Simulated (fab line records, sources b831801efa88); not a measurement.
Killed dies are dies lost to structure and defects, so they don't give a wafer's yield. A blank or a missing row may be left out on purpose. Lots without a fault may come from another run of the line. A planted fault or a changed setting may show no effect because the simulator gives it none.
Problem report in the 8D (eight disciplines) form, filled by code | flow sky130 | the parts of the form that need people (team, actions taken, sign-off) are left out

1. THE PROBLEM
killed_at_contacts at SKY_PAD_OPEN_PROBE_99 reads a mean of 51 on 1 wafer of 1 lot; wafers without a fault read 24 with a standard deviation of 5.8. That is +4.7 standard deviations from the usual mean.
First seen on wafer L130.3, day 51 01:42, on prober-01. The record holds 3 wafers of 1 lot with a number at this step. Rule for "out", or "out of limits": more than 4 standard deviations from the usual mean. The other wafers with a number count as sound.

2. WHAT IT IS AND WHAT IT IS NOT
question                    | is                 | is not
which readings at this step | killed_at_contacts | killed_at_M0_to_M3, killed_at_M4_up, killed_at_front_end, killed_at_other, killed_open, killed_short
which lots                  | L130               | -
which wafers of those lots  | L130.3             | L130.1, L130.5
read on which tools         | prober-01          | -
when                        | from day 51 01:42  | up to then (1 sound wafer); but 1 sound wafer of L130 came after

3. SUSPECTS, AND WHAT RULES EACH OUT
Counting: a tool at a process step up to the reading stays a suspect if it ran every lot that is out. Sound lots after the first of them don't rule it out here, since some wafers of a struck lot are sound.
- pecvd-01 at SKY_CONTACT_CVD_00 (deposits Si3N4, target thk 75 nm): kept. It ran the lot that is out, L130 (day 37 19:10).
- pvd_sputter-02 at SKY_CAP2M_SPUTTER_02 (material TiN, target thk 200 nm, time 166.7 s): kept. It ran the lot that is out, L130 (day 46 04:42).
- plasma_asher-04 at SKY_METAL5_STRIP_16 (strips in O2/N2): kept. It ran the lot that is out, L130 (day 49 14:31).
- prober-01 at SKY_PAD_OPEN_PROBE_99: kept. It ran the lot that is out, L130 (day 51 01:36). Its own readings are out on those wafers: killed_at_contacts.
- Within pecvd-01 at SKY_CONTACT_CVD_00: the wafers that are out ran in chamber 2; their sound lot-mates ran in chambers 0, 1.
Left after counting: pecvd-01 at SKY_CONTACT_CVD_00, pvd_sputter-02 at SKY_CAP2M_SPUTTER_02, plasma_asher-04 at SKY_METAL5_STRIP_16, prober-01 at SKY_PAD_OPEN_PROBE_99.

4. THE CAUSE (what the simulator had put in)
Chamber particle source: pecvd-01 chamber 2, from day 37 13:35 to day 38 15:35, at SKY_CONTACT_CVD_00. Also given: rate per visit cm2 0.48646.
Counting left 4 suspects, and this tool is among them.

5. THE CHAIN OF EFFECTS, in route order
Each row: a reading whose mean over the struck wafers that have a number lies more than 3 standard deviations from the usual. Only readings for which the record gives a usual standard deviation are gone through. hours: the time from each lot's start at the first step in this table that gives one to its start at this step, as a median over the lots. sigmas: the change in usual standard deviations.
hours | step                  | reading            | usual | on struck wafers | change | sigmas
0     | SKY_PAD_OPEN_PROBE_99 | killed_at_contacts | 24    | 51               | +27    | +4.7
0     | SKY_PAD_OPEN_PROBE_99 | killed_dies        | 84    | 118              | +34    | +3.1
The process steps in it:
- SKY_PAD_OPEN_PROBE_99

6. WHAT WOULD HAVE CAUGHT IT SOONER
In this record the first reading out of limits was taken at day 51 01:42, 324 hours after the fault began at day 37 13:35.
Of the tool readings at SKY_CONTACT_CVD_00 for which the record gives a usual standard deviation, none was out on any struck wafer, so an alarm limit of 4 standard deviations on them would not have fired.
All the lots that are out (1) had begun SKY_CONTACT_CVD_00 on pecvd-01 by day 51 01:42. A hold on the tool at that time would have spared none of them.
